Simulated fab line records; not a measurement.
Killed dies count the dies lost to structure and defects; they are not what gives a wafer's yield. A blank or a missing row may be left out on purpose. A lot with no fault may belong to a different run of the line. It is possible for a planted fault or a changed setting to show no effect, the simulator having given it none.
A struck lot beside a sound one	flow sky130	43 out of 708 route steps
Sound: the wafers L459.1, L459.4, L459.5. The struck wafers were L476.1, L476.5, L476.6. At the end, the cause is stated.
Each step with rows lists, per side, the tool, then ch with its chambers, then its first start. Under that, the readings that differ: sound wafers	struck wafers	difference of the means	sigmas: that difference in standard deviations of wafers without a fault.
alike: readings with means less than 2 such deviations apart, plus words and numbers identical on both sides. not compared: withheld readings, readings lacking a value on some wafer, bounds such as >300 that could conceal the same value, and numbers that have no deviation in the record and whose values overlap.
Wherever a step has rows on one side only, a row that says differs or no value, or a row with sigmas, the two part there. When numbers do not overlap yet have no deviation, they are printed without sigmas and do not part them. A reading missing from all wafers of one side parts the sides only when that side holds two or more wafers.

SKY_VIA1_CMP_02: polishes SiO2.
  sound on cmp-02 ch 2,3, day 33 02:55; struck on cmp-02 ch 0,3, day 38 18:03
  alike: head_pressure_psi, motor_current_A
SKY_VIA1_BOW_MEAS_03:
  struck on film_metro-04, day 38 18:18; sound on film_metro-01, day 33 03:13
  alike: VIA1_BOW
then, 8 steps without rows for these wafers: SKY_VIA1_DEHYDRATE_04 (time 60 s); SKY_VIA1_HMDS_05 (prime time 60 s); SKY_VIA1_COAT_06 (resist thk 60 nm); SKY_VIA1_COAT_07 (resist thk 450 nm); SKY_VIA1_SOFTBAKE_08 (time 90 s); SKY_VIA1_EXPOSE_09 (exposes mask VIM, target cd 150 nm); SKY_VIA1_PEB_10; SKY_VIA1_DEVELOP_11 (develop time 60 s).
SKY_VIA1_CD_MEAS_12: target cd 150 nm.
  struck on cd_sem-01, day 39 19:59; sound on cd_sem-01, day 34 06:19
  alike: cd_nm
SKY_VIA1_OVL_MEAS_13:
  struck on overlay-02, day 39 20:07; sound on overlay-02, day 34 06:26
  alike: VIA1_OVL
SKY_VIA1_ETCH_14: etches BARC in N2/H2, stops on SiO2, time 45.9 s, target depth 60 nm.
  sound on rie_diel-03 ch 0,2,3, day 34 06:28; struck on rie_diel-04 ch 0,1,3, day 39 20:09
  alike: drypump_motor_current_A, oes_product_au, throttle_valve_pct
  not compared: rf_hours_counter_h
SKY_VIA1_ETCH_15: etches SiO2 in C4F8/O2/Ar, stops on TiN, target depth 351 nm, time 54 s.
  sound on rie_diel-03 ch 0,2,3, day 34 06:31; struck on rie_diel-04 ch 0,1,3, day 39 20:11
  alike: oes_product_au
  not compared: rf_hours_counter_h
then, 5 steps without rows for these wafers: SKY_VIA1_STRIP_16 (strips in O2/N2); SKY_VIA1_STRIP_17 (strips in post etch residue remover, time 1200 s); SKY_VIA1_CLEAN_18 (cleans in IPA, time 180 s); SKY_VIA1_CLEAN_19 (cleans in O3/DIW); SKY_VIA1_SPUTTER_20 (material TiN, target thk 20 nm, time 80 s).
SKY_VIA1_CVD_21: deposits W, target thk 270 nm, time 80.902 s.
  sound on cvd_w-01 ch 0,1, day 34 07:13; struck on cvd_w-01 ch 0,1, day 39 20:56
  alike: heater_power_w
SKY_VIA1_RS_MEAS_22: measurement is done with a four-point probe.
  struck on film_metro-04, day 39 21:02; sound on film_metro-04, day 34 07:18
  alike: VIA1_W_RS
SKY_VIA1_THK_MEAS_23: measures by xrf.
  struck on film_metro-04, day 39 21:09; sound on film_metro-04, day 34 07:25
  alike: VIA1_W_THK
then, 3 steps without rows for these wafers: SKY_VIA1_CMP_24 (polishes, stops on SiO2, t overpolish 15 s, target thk 0 nm); SKY_METAL2_SPUTTER_00 (material Ti, target thk 15 nm, time 10 s); SKY_METAL2_SPUTTER_01 (material TiN, target thk 20 nm, time 16.7 s).
SKY_METAL2_SPUTTER_02: material AlCu, target thk 250 nm, time 13.3 s.
  struck on pvd_sputter-02, day 39 21:34; sound on pvd_sputter-04, day 34 07:50
  alike: throttle_valve_pct
then, 2 steps without rows for these wafers: SKY_METAL2_SPUTTER_03 (material Ti, target thk 5 nm, time 3.3 s); SKY_METAL2_SPUTTER_04 (material TiN, target thk 70 nm, time 58.3 s).
SKY_METAL2_RS_MEAS_05: measurement is done with a four-point probe.
  struck on film_metro-01, day 39 21:39; sound on film_metro-02, day 34 07:55
  alike: METAL2_ALCU_RS
SKY_METAL2_THK_MEAS_06: measures by xrf.
  struck on film_metro-01, day 39 21:46; sound on film_metro-02, day 34 08:02
  alike: METAL2_ALCU_THK
then, 8 steps without rows for these wafers: SKY_METAL2_DEHYDRATE_07 (time 60 s); SKY_METAL2_HMDS_08 (prime time 60 s); SKY_METAL2_COAT_09 (resist thk 60 nm); SKY_METAL2_COAT_10 (resist thk 450 nm); SKY_METAL2_SOFTBAKE_11 (time 90 s); SKY_METAL2_EXPOSE_12 (exposes mask MM2, target cd 140 nm); SKY_METAL2_PEB_13; SKY_METAL2_DEVELOP_14 (develop time 60 s).
SKY_METAL2_CD_MEAS_15: target cd 140 nm.
  struck on cd_sem-02, day 40 21:38; sound on cd_sem-02, day 35 10:20
  alike: cd_nm
SKY_METAL2_OVL_MEAS_16:
  struck on overlay-01, day 40 21:46; sound on overlay-01, day 35 10:28
reading	sound	struck	difference	sigmas
METAL2_OVL (nm)	-5 0 -8	9 0 3	+8	+2
SKY_METAL2_DESCUM_17: chemistry O2, time 8 s.
  sound on rie_metal-01 ch 0,1, day 35 10:29; struck on rie_metal-01 ch 0,1, day 40 21:48
  alike: drypump_motor_current_A, oes_product_au
  not compared: rf_hours_counter_h
then, 1 step without rows for these wafers: SKY_METAL2_ETCH_18 (etches BARC in N2/H2, stops on SiO2, time 45.9 s, target depth 60 nm).
-- the record jumps here: 9 days lie between the struck wafers' starts before and after (it left off in module METAL2 and takes up again in module PAD_OPEN, whose first step shown is number 708 of the route) --
SKY_PAD_OPEN_PROBE_99:
  struck on prober-02, day 50 09:10; sound on prober-01, day 45 20:49
reading	sound	struck	difference	sigmas
hold	- - -	await_dispo/2.3h/release await_dispo/2.3h/release await_dispo/2.3h/release	no value on the sound wafers	
defect_limited_yield (%)	83.3 81.9 82.3	72.8 77.6 76.4	-6.9	-4
killed_at_M0_to_M3	40 42 34	92 77 71	+41	+7
killed_dies	82 89 87	134 110 116	+34	+4
sort_bin_3_pad_short (%)	1.0 0.4 0.8	2.6 2.8 1.6	+1.6	+4
sort_bin_5_function (%)	10.2 11.6 11.2	16.7 14.8 15.0	+4.5	+3
sort_n_pass	410 403 405	358 382 376	-34	-4
sort_yield_pct (%)	83.3 81.9 82.3	72.8 77.6 76.4	-6.9	-4
model.etest.tester.sort_n_pass	410 403 405	358 382 376	-34	
model.etest.tester.sort_yield_pct (%)	83.33 81.91 82.32	72.76 77.64 76.42	-6.91	
model.etest.tester.sort_bin_5_pct (%)	10.16 11.59 11.18	16.67 14.84 15.04	+4.54	
model.etest.tester.sort_bin_3_pct (%)	1.016 0.4065 0.813	2.642 2.846 1.626	+1.626	
  alike: killed_at_M4_up, killed_at_contacts, killed_at_front_end, killed_at_other, killed_open, killed_short, sort_bin_6_memory

## WHERE THEY PART
Last at SKY_PAD_OPEN_PROBE_99 as far as this record goes, first at SKY_METAL2_OVL_MEAS_16.

WHY: what the simulator had put in
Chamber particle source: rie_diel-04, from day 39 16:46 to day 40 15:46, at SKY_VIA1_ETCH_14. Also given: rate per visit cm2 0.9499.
